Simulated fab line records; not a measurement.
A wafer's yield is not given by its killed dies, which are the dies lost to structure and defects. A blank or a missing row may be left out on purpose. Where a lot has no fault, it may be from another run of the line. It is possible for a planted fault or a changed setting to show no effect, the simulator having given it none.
Code-filled problem report in 8D (eight disciplines) form + flow sky130 + the parts of the form that need people (team, actions taken, sign-off) are left out

== 1. THE PROBLEM ==
Mean of rf_fwd_power_W at SKY_METAL2_ETCH_18: 574.1 W across 2 wafers in 2 lots; on wafers with no fault it is 495.5 W (standard deviation 2.6). Measured from the usual mean, that is +30 standard deviations.
The step: etches BARC in N2/H2, stops on SiO2, time 45.9 s, target depth 60 nm.
Seen first at day 37 17:31 on rie_metal-04, wafer L117.3. The record has a number at this step for 33 wafers belonging to 11 lots. The rule behind "out" and "out of limits": a value lying over 4 standard deviations away from the usual mean. All remaining wafers that have a number are taken as sound.

== 2. WHAT IT IS, AND WHAT IT ISN'T ==
| question                    | is                | is not                                                                                                              |
|-----------------------------|-------------------|---------------------------------------------------------------------------------------------------------------------|
| which readings at this step | rf_fwd_power_W    | bias_w, chamber_pressure_mTorr, oes_product_au, throttle_valve_pct                                                  |
| which lots                  | L117, L118        | L112, L125, L126, L127, L128, L129, L130, L131, L132                                                                |
| which wafers of those lots  | L117.3, L118.5    | L117.4, L117.6, L118.3, L118.6                                                                                      |
| read on which tools         | rie_metal-04      | rie_metal-01, rie_metal-02                                                                                          |
| when                        | from day 37 17:31 | up to then (5 sound wafers); but 26 sound wafers of L118, L125, L126, L127, L128, L129, L130, L131, L132 came after |

== 3. THE SUSPECTS, EACH WITH WHAT RULES IT OUT ==
Counting: if a tool at a process step up to the reading ran every lot that is out, it stays a suspect. Sound lots after the first of them don't rule it out here, since some wafers of a struck lot are sound.
- rie_metal-03 at SKY_METAL1_METAL_ETCH_19 (etches the open film in Cl2/BCl3, stops on SiO2, target depth 360 nm, time 78 s): kept. It ran every lot that is out, first L117 (day 35 11:52).
- rie_metal-04 at SKY_METAL2_ETCH_18 (etches BARC in N2/H2, stops on SiO2, time 45.9 s, target depth 60 nm): kept. Every lot that is out went through it, the first being L117 (day 37 17:31); the last sound lot it ran before that was L112 (day 35 23:06). Its own rf_fwd_power_W readings are out on those wafers.
- Within rie_metal-04 at SKY_METAL2_ETCH_18: the wafers that are out ran in chamber 0; their sound lot-mates ran in chamber 1.
Left after counting: rie_metal-03 at SKY_METAL1_METAL_ETCH_19, rie_metal-04 at SKY_METAL2_ETCH_18.

== 4. THE CAUSE (what the simulator had put in) ==
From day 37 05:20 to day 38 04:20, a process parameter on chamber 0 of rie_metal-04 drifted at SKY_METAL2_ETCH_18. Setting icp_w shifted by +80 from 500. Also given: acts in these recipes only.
2 suspects survive the count, and this tool is in that group.

== 5. SEQUENCE OF EFFECTS, ordered by route ==
Rows list readings where the struck wafers' mean (over those with a number) sits beyond 3 standard deviations from the usual. Scope: only readings with a usual standard deviation given in the record; hours: median across lots of the time from each lot's start at the first step in this table that gives one to its start at this step; sigmas: change in usual standard deviations.
| hours | step               | reading        | usual   | on struck wafers | change | sigmas |
|-------|--------------------|----------------|---------|------------------|--------|--------|
| 0     | SKY_METAL2_ETCH_18 | rf_fwd_power_W | 495.5 W | 574.1            | +78.6  | +30    |
Process steps it contains:
- SKY_METAL2_ETCH_18: etches BARC in N2/H2, stops on SiO2, time 45.9 s, target depth 60 nm.
Later steps that measure or inspect, where all struck wafers having a row at the step show a number for every such reading and not one has moved that far: SKY_VIA2_BOW_MEAS_03.

== 6. HOW IT WOULD HAVE BEEN CAUGHT EARLIER ==
In this record the first reading out of limits was taken at day 37 17:31, 12 hours after the fault began at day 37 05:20.
